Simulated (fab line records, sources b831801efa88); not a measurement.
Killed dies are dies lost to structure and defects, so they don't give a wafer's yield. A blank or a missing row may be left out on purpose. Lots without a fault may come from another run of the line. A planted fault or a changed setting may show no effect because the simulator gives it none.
One fault seen from 2 desks | flow gf180mcu | each desk has only its own numbers; what lay behind them comes last

THE TOOL OWNER'S DESK: implanter-02
The tool's own readings at GF_HV_LDD_IMPLANT_33: means of the sampled wafers that have a number, for each lot that ran on this tool. A lot is out of limits, marked OUT, if its mean lies more than 4 standard deviations from the usual mean; the brackets give that distance.
Columns: A = dose_ions_cm2 at GF_HV_LDD_IMPLANT_33, usual 7.498e+12; B = faraday_current_uA at GF_HV_LDD_IMPLANT_33, usual 42.4
lot  | first seen here | A                           | B
L649 | day 11 14:54    | 7.497e+12                   | 41.5
L651 | day 11 22:24    | 7.506e+12                   | 42.3
L653 | day 12 18:32    | 7.500e+12                   | 42.4
L662 | day 15 11:38    | 1.813e+12 (-99 or more) OUT | 10.3 (-42) OUT
L666 | day 16 19:07    | 1.802e+12 (-99 or more) OUT | 10.0 (-42) OUT
This desk's finding: out of limits on L662, L666; first on L662, day 15 11:38 (dose_ions_cm2 at GF_HV_LDD_IMPLANT_33). In limits: L649, L651, L653.

THE METROLOGY DESK
What the gauges read, lot by lot, whatever tool the lot ran on: means of the sampled wafers that have a number. A lot is out of limits, marked OUT, if its mean lies more than 4 standard deviations from the usual mean; the brackets give that distance.
Columns: A = HV_LDD_3_TW at GF_HV_LDD_TW_MEAS_38, usual 1426; B = HV_LDD_RS at GF_HV_LDD_RS_MEAS_53, usual 419.1 ohm/sq; C = HV_LDD_CVD_54_THK at GF_HV_LDD_THK_MEAS_55, usual 9.91 nm
lot  | first seen here | A               | B               | C
L649 | day 11 15:36    | 1423            | 418.1           | 10.04
L650 | day 11 21:27    | 1423            | 417.9           | 9.66
L651 | day 11 23:04    | 1443            | 418.8           | 9.86
L652 | day 12 13:06    | 1428            | 420.3           | 10.02
L653 | day 12 19:14    | 1417            | 419.9           | 10.01
L656 | day 14 00:20    | 1437            | 418.8           | 9.72
L662 | day 15 12:20    | 1318 (-8.3) OUT | 434.7 (+16) OUT | 10.02
L663 | day 15 22:35    | 1430            | 419.8           | 9.91
L666 | day 16 19:46    | 1319 (-8.3) OUT | 436.2 (+18) OUT | 9.70
L669 | day 17 16:11    | 1414            | 418.4           | 9.90
L670 | day 18 00:40    | 1428            | 419.5           | 9.84
This desk's finding: out of limits on L662, L666; first on L662, day 15 12:20 (HV_LDD_3_TW at GF_HV_LDD_TW_MEAS_38). In limits: L649, L650, L651, L652, L653, L656, L663, L669, L670.

PUT TOGETHER
The tool owner's desk could have raised an alarm at day 15 11:38, on L662, L666.
The metrology desk could have raised an alarm at day 15 12:20, on L662, L666.
Of the lots named, all ran GF_HV_LDD_IMPLANT_33 on implanter-02.

WHAT THE SIMULATOR HAD PUT IN
Process parameter drift: implanter-02, from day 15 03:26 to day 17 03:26, at GF_HV_LDD_IMPLANT_33. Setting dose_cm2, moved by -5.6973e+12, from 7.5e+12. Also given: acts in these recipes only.
Lots struck among those shown: L662, L666.
Hours from the fault's start to each desk's first reading out of limits: the tool owner's desk, 8; the metrology desk, 9.
